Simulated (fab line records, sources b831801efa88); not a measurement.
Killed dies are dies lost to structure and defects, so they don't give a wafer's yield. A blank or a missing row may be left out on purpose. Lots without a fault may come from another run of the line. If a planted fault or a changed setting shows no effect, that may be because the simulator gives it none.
Which tool is to blame?	flow gf180mcu	7 lots, 21 wafers sampled, at 2 steps of a route of 602

== WHAT THE GAUGES SHOWED, per wafer ==
GF_STI_THK_MEAS_04.
lot	measured	on	STI_CVD_03_THK (nm)
L722	day 1 14:34	film-metro-02	204.4 204.4 204.1
L723	day 1 18:34	film-metro-04	202.8 204.0 205.5
L724	day 2 00:22	film-metro-03	204.6 203.8 205.1
L730	day 3 06:51	film-metro-02	215.8 215.6 216.2 215.8 215.8 216.2
L742	day 5 20:13	film-metro-02	206.0 206.6 207.4
L744	day 6 04:29	film-metro-03	209.3 209.9 210.2
L745	day 6 09:17	film-metro-04	208.9 207.0 209.5

== TOOL THAT RAN EACH LOT (tool first, then ch and the chambers of the sampled wafers, then the start) ==
lot	GF_STI_CVD_03
L722	lpcvd-01 ch 0, day 1 11:34
L723	lpcvd-01 ch 0, day 1 16:34
L724	lpcvd-01 ch 0, day 1 22:23
L730	lpcvd-01 ch 1, day 3 04:52
L742	lpcvd-02 ch 1, day 5 18:13
L744	lpcvd-02 ch 1, day 6 02:31
L745	lpcvd-01 ch 0, day 6 07:17
- GF_STI_CVD_03: deposits Si3N4 from DCS/NH3, target thk 207.16 nm, time 3551 s.

== THE ANSWER, worked out from the rows above alone ==
Rule: the usual values come from the lots themselves. Put in order of their means at a reading, lots are off if they are a third of the lots or fewer, leave a main group of 4 or more, and stand apart from it by a gap of 3 or more times the standard deviation of the main group's means; of several such gaps the widest counts. If all means in a main group match to the digits the tables above print for the reading, that group is not used. Also off: a lot with no number at a reading for which 4 or more lots have one. The other lots that the step has rows for count as sound.
Nothing can be told from this: no lot is off at any reading shown.

== WHAT THE SIMULATOR PUT IN ==
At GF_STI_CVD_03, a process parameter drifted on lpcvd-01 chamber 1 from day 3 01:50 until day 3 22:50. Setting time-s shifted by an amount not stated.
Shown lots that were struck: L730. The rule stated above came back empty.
